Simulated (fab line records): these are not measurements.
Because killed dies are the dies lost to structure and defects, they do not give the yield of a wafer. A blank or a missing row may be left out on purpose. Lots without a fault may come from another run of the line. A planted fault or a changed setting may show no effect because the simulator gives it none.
Which of the tools did it? + flow sfqLine + Sampling: 13 lots, 39 wafers, 6 of 325 route steps

WHAT EACH GAUGE READ, for each wafer
SFQ_M4_RS_MEAS_924: measures by four-point-probe. Usual: M4_NB_RS 0.891 ohm/sq, standard deviation 0.0087.
| lot  | measured     | on           | M4_NB_RS (ohm/sq) | flag |
|------|--------------|--------------|-------------------|------|
| L967 | day 49 06:24 | filmMetro-02 | 0.891 0.884 0.896 |      |
| L968 | day 49 18:24 | filmMetro-03 | 0.896 0.888 0.882 |      |
| L971 | day 50 14:46 | filmMetro-01 | 0.904 0.905 0.920 |      |
| L972 | day 50 17:11 | filmMetro-01 | 0.895 0.886 0.896 |      |
| L974 | day 51 05:12 | filmMetro-02 | 0.886 0.884 0.874 |      |
| L977 | day 53 15:58 | filmMetro-02 | 0.893 0.891 0.885 |      |
| L984 | day 56 08:17 | filmMetro-02 | 0.894 0.892 0.883 |      |
| L985 | day 56 11:59 | filmMetro-02 | 0.893 0.901 0.894 |      |
| L986 | day 57 01:06 | filmMetro-02 | 0.895 0.897 0.903 |      |
| L987 | day 57 05:53 | filmMetro-02 | 0.892 0.893 0.896 |      |
| L988 | day 57 07:08 | filmMetro-02 | 0.885 0.884 0.891 |      |
| L989 | day 57 08:17 | filmMetro-02 | 0.880 0.873 0.880 |      |
| L990 | day 57 09:29 | filmMetro-02 | 0.898 0.900 0.901 |      |

SFQ_I6_OVL_MEAS_942. Usual: I6_OVL 3 nm, standard deviation 6.5.
| lot  | measured     | on         | I6_OVL (nm) | flag |
|------|--------------|------------|-------------|------|
| L967 | day 78 14:35 | overlay-01 | 16 9 8      |      |
| L968 | day 78 15:55 | overlay-01 | 4 4 6       |      |
| L971 | day 83 07:10 | overlay-01 | -12 -11 -10 |      |
| L972 | day 83 08:22 | overlay-02 | 11 4 11     |      |
| L974 | day 83 13:10 | overlay-01 | 3 3 7       |      |
| L977 | day 83 17:58 | overlay-02 | 3 5 8       |      |
| L984 | day 87 07:29 | overlay-02 | 7 1 2       |      |
| L985 | day 88 03:53 | overlay-02 | 2 -1 -3     |      |
| L986 | day 88 13:29 | overlay-02 | -4 1 -4     |      |
| L987 | day 88 19:25 | overlay-01 | 16 7 5      |      |
| L988 | day 88 21:49 | overlay-01 | -3 5 -5     |      |
| L989 | day 88 23:01 | overlay-01 | -4 3 -1     |      |
| L990 | day 89 00:13 | overlay-01 | 9 4 5       |      |

WHICH TOOL RAN EACH LOT (tool, then ch and the chambers of the sampled wafers, then the start)
| lot  | SFQ_TRILAYER_I0_METRO_MEASURE_029 | SFQ_TRILAYER_I2_CMP_CMP_064   | SFQ_TRILAYER_I2_METRO_MEASURE_065 | SFQ_TRILAYER_I2_VIA_ETCH_VIA_ETCH_070 |
|------|-----------------------------------|-------------------------------|-----------------------------------|---------------------------------------|
| L967 | filmMetro-01, day 12 03:17        | cmp-01 ch 0,3, day 37 00:10   | filmMetro-01, day 37 03:41        | rieDiel-04 ch 0,1,2, day 37 06:49     |
| L968 | filmMetro-04, day 12 06:17        | cmp-02 ch 2,3, day 37 13:23   | filmMetro-04, day 37 16:25        | rieDiel-02 ch 0,2,3, day 37 19:40     |
| L971 | filmMetro-03, day 13 01:11        | cmp-02 ch 1,2,3, day 38 16:53 | filmMetro-01, day 38 19:01        | rieDiel-04 ch 0,1,3, day 38 22:32     |
| L972 | filmMetro-03, day 13 19:44        | cmp-01 ch 0,2,3, day 38 18:31 | filmMetro-03, day 38 21:50        | rieDiel-01 ch 1,2,3, day 39 01:44     |
| L974 | filmMetro-04, day 15 00:30        | cmp-02 ch 0,1,2, day 40 09:59 | filmMetro-01, day 40 12:00        | rieDiel-01 ch 1,2,3, day 40 15:11     |
| L977 | filmMetro-01, day 16 09:49        | cmp-02 ch 0,1,2, day 42 06:28 | filmMetro-01, day 42 09:05        | rieDiel-04 ch 1,2,3, day 42 14:42     |
| L984 | filmMetro-04, day 18 13:32        | cmp-01 ch 0,3, day 44 16:17   | filmMetro-01, day 44 19:24        | rieDiel-01 ch 0,2, day 44 22:56       |
| L985 | filmMetro-03, day 19 00:41        | cmp-01 ch 2,3, day 44 21:11   | filmMetro-01, day 45 00:00        | rieDiel-01 ch 0,2,3, day 45 03:20     |
| L986 | filmMetro-01, day 19 07:26        | cmp-02 ch 1,2, day 45 13:24   | filmMetro-01, day 45 16:43        | rieDiel-01 ch 0,2,3, day 46 08:49     |
| L987 | filmMetro-01, day 19 22:35        | cmp-01 ch 1,2, day 45 21:10   | filmMetro-04, day 46 00:17        | rieDiel-04 ch 1,3, day 46 16:01       |
| L988 | filmMetro-03, day 20 17:17        | cmp-02 ch 0,3, day 46 06:04   | filmMetro-04, day 46 09:05        | rieDiel-02 ch 1,2, day 47 01:10       |
| L989 | filmMetro-01, day 20 22:53        | cmp-01 ch 0,1,2, day 46 09:46 | filmMetro-03, day 46 12:53        | rieDiel-01 ch 0,1,2, day 47 02:22     |
| L990 | filmMetro-03, day 21 11:52        | cmp-02 ch 0,2, day 46 16:25   | filmMetro-01, day 46 19:32        | rieDiel-04 ch 1,3, day 47 03:34       |
- SFQ_TRILAYER_I0_METRO_MEASURE_029
- SFQ_TRILAYER_I2_CMP_CMP_064: polishes SiO2.
- SFQ_TRILAYER_I2_METRO_MEASURE_065
- SFQ_TRILAYER_I2_VIA_ETCH_VIA_ETCH_070: etches SiO2 in CHF3, stops on Nb, target depth 260 nm.

WHAT THE TOOLS THEMSELVES READ (means of the sampled wafers that have a number; where no wafer has one, the mark that the record gives instead)
SFQ_TRILAYER_I0_METRO_MEASURE_029. Usual: thkNm at 199.7 nm, with a standard deviation of 0.93.
| lot  | tool         | thkNm (nm) | flag |
|------|--------------|------------|------|
| L967 | filmMetro-01 | 200.0      |      |
| L968 | filmMetro-04 | 199.7      |      |
| L971 | filmMetro-03 | 199.5      |      |
| L972 | filmMetro-03 | 200.1      |      |
| L974 | filmMetro-04 | 200.1      |      |
| L977 | filmMetro-01 | 199.9      |      |
| L984 | filmMetro-04 | 199.3      |      |
| L985 | filmMetro-03 | 200.9      |      |
| L986 | filmMetro-01 | 199.1      |      |
| L987 | filmMetro-01 | 201.4      |      |
| L988 | filmMetro-03 | 199.2      |      |
| L989 | filmMetro-01 | 198.5      |      |
| L990 | filmMetro-03 | 199.4      |      |

SFQ_TRILAYER_I2_CMP_CMP_064. Usual: edgeZonePressureFrac 0.999, standard deviation 0.0043; motorCurrentA 10.8 A, standard deviation 0.7; retainingRingPressureFrac 1.000, standard deviation 0.0049; timeToEndpointS 217 s, standard deviation 7.5.
| lot  | tool   | edgeZonePressureFrac | motorCurrentA (A) | retainingRingPressureFrac | timeToEndpointS (s) | flag |
|------|--------|----------------------|-------------------|---------------------------|---------------------|------|
| L967 | cmp-01 | 0.998                | 10.6              | 1.001                     | 218                 |      |
| L968 | cmp-02 | 0.999                | 10.6              | 1.002                     | 220                 |      |
| L971 | cmp-02 | 1.000                | 10.9              | 0.998                     | 226                 |      |
| L972 | cmp-01 | 0.995                | 10.8              | 0.998                     | 216                 |      |
| L974 | cmp-02 | 0.997                | 11.0              | 0.999                     | 217                 |      |
| L977 | cmp-02 | 0.998                | 10.7              | 0.998                     | 216                 |      |
| L984 | cmp-01 | 0.999                | 10.8              | 1.004                     | 220                 |      |
| L985 | cmp-01 | 0.995                | 10.9              | 0.996                     | 210                 |      |
| L986 | cmp-02 | 1.000                | 10.4              | 1.002                     | 218                 |      |
| L987 | cmp-01 | 0.999                | 10.3              | 1.001                     | 210                 |      |
| L988 | cmp-02 | 0.999                | 10.9              | 0.999                     | 222                 |      |
| L989 | cmp-01 | 0.997                | 10.7              | 0.998                     | 200                 |      |
| L990 | cmp-02 | 1.003                | 10.7              | 0.994                     | 217                 |      |

SFQ_TRILAYER_I2_METRO_MEASURE_065. Usual: thkNm at 200.4 nm, with a standard deviation of 0.89.
| lot  | tool         | thkNm (nm) | flag |
|------|--------------|------------|------|
| L967 | filmMetro-01 | 201.6      |      |
| L968 | filmMetro-04 | 200.5      |      |
| L971 | filmMetro-01 | 200.0      |      |
| L972 | filmMetro-03 | 201.1      |      |
| L974 | filmMetro-01 | 201.4      |      |
| L977 | filmMetro-01 | 205.4      | OFF  |
| L984 | filmMetro-01 | 199.4      |      |
| L985 | filmMetro-01 | 200.5      |      |
| L986 | filmMetro-01 | 200.5      |      |
| L987 | filmMetro-04 | 199.2      |      |
| L988 | filmMetro-04 | 200.1      |      |
| L989 | filmMetro-03 | 200.7      |      |
| L990 | filmMetro-01 | 200.5      |      |

SFQ_TRILAYER_I2_VIA_ETCH_VIA_ETCH_070. Usual: chamberPressureMTorr 29.998 mTorr, standard deviation 0.026; drypumpMotorCurrentA 5.9 A, standard deviation 0.45; oesProductAu 0.855 a.u., standard deviation 0.0047.
| lot  | tool       | chamberPressureMTorr (mTorr) | drypumpMotorCurrentA (A) | oesProductAu (a.u.) | flag |
|------|------------|------------------------------|--------------------------|---------------------|------|
| L967 | rieDiel-04 | 30.004                       | 5.7                      | 0.857               |      |
| L968 | rieDiel-02 | 29.997                       | 5.6                      | 0.859               |      |
| L971 | rieDiel-04 | 30.012                       | 6.0                      | 0.854               |      |
| L972 | rieDiel-01 | 29.999                       | 6.3                      | 0.856               |      |
| L974 | rieDiel-01 | 29.982                       | 6.3                      | 0.856               |      |
| L977 | rieDiel-04 | 30.001                       | 5.7                      | 0.865               |      |
| L984 | rieDiel-01 | 30.004                       | 5.6                      | 0.847               |      |
| L985 | rieDiel-01 | 29.973                       | 6.0                      | 0.852               |      |
| L986 | rieDiel-01 | 29.992                       | 5.9                      | 0.853               |      |
| L987 | rieDiel-04 | 29.999                       | 6.0                      | 0.855               |      |
| L988 | rieDiel-02 | 30.003                       | 5.6                      | 0.856               |      |
| L989 | rieDiel-01 | 29.992                       | 6.1                      | 0.856               |      |
| L990 | rieDiel-04 | 29.992                       | 6.1                      | 0.855               |      |

THE ANSWER, worked out from the rows above alone
Rule: lot off if the mean of its wafers having a number is beyond 3 standard deviations from the usual mean. Also off: a lot with no number at a reading for which 4 or more lots have one. Where the step has rows for the other lots, those lots are counted as sound. Order of review: gauges by route order, followed by the tools' own readings, for which a lot's mean as printed above is used. At the first step where some lot is off, the reading lying furthest off is the one used; lots without a number count as furthest.
Off at SFQ_TRILAYER_I2_METRO_MEASURE_065 (thkNm): L977.
A tool fits if, at that step or a process step before it, it ran every lot that is off, and no sound lot after the first of them. Of those tried, none fits.

WHAT THE SIMULATOR HAD INSERTED
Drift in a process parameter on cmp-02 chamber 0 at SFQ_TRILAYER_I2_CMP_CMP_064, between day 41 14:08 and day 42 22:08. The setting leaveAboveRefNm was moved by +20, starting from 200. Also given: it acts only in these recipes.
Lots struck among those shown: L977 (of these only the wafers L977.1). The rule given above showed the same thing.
